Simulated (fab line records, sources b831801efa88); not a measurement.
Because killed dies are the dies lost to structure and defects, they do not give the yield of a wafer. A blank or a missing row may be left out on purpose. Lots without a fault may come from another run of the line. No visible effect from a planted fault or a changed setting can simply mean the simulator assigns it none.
Comparing a struck lot with a sound one -- flow gf180mcu -- 14 out of 602 route steps
Sound: the wafers L745.1, L745.2, L745.3. Wafers L759.2, L759.4, L759.5 were the ones struck. Last of all comes the cause.
For every step that has rows: the tool of each side, followed by ch and its chambers, followed by its first start. Under that, the readings that differ: sound wafers -- struck wafers -- difference of the means -- sigmas: that difference in standard deviations of wafers without a fault.
alike: same words and numbers on both sides, and readings whose means sit less than 2 such deviations apart. not compared: any withheld reading, any reading some wafer has no value for, any bound like >300 that may hide the same value, and any number with overlapping values for which the record gives no deviation.
Wherever a step has rows on one side only, a row that says differs or no value, or a row with sigmas, the two part there. Numbers that don't overlap but have no deviation are shown without sigmas and don't part them. A reading missing from all wafers of one side parts the sides only when that side holds two or more wafers.

GF_VT_IMPLANT_RS_MEAS_49: the measuring method here is four-point-probe.
  sound: film-metro-03 at day 7 12:47; struck: film-metro-03 at day 11 14:41
  alike: MVPSD_RS
then, 4 steps without rows for these wafers: GF_VT_IMPLANT_WET_ETCH_50 (etches SiO2 in dHF, target depth 20 nm, time 400 s); GF_DUAL_GATE_CLEAN_00 (cleans in SC1/SC2, time 150 s); GF_DUAL_GATE_CLEAN_01 (cleans in dHF, time 20 s); GF_DUAL_GATE_OXIDATION_02 (stabilise 600 s, purge 300 s, target thk 10.887 nm).
GF_DUAL_GATE_THK_MEAS_03:
  sound: film-metro-02 at day 7 14:47; struck: film-metro-01 at day 11 17:38
  alike: DUAL_GATE_OXIDATION_00_THK
then, 6 steps without rows for these wafers: GF_DUAL_GATE_DEHYDRATE_04 (time 60 s); GF_DUAL_GATE_HMDS_05 (prime time 60 s); GF_DUAL_GATE_COAT_06 (resist thk 1000 nm); GF_DUAL_GATE_SOFTBAKE_07 (time 60 s); GF_DUAL_GATE_EXPOSE_08 (exposes mask Dualgate, target cd 700 nm); GF_DUAL_GATE_PEB_09.
GF_DUAL_GATE_DEVELOP_10: develop time 60 s.
  sound on litho-track-01 ch 0, day 8 07:23; struck on litho-track-02, day 12 11:56
  no value came back on the struck wafers for chill-plate-temp-C (C), develop-time-s (s); on the sound wafers chill-plate-temp-C (C) reads 23.07 23.08 23.10
GF_DUAL_GATE_OVL_MEAS_11:
  sound: overlay-02 at day 8 07:32; struck: overlay-02 at day 12 12:04
reading,sound,struck,difference,sigmas
DUAL_GATE_OVL (nm),1.0 -0.5 0.8,- - -,no value on the struck wafers,

## WHERE THEY PART
At GF_DUAL_GATE_DEVELOP_10 first; at GF_DUAL_GATE_OVL_MEAS_11 last (within this record only).

WHY: what the simulator had put in
Skipped step whole: litho-track-02, from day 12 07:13 on, at GF_DUAL_GATE_DEVELOP_10. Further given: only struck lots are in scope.
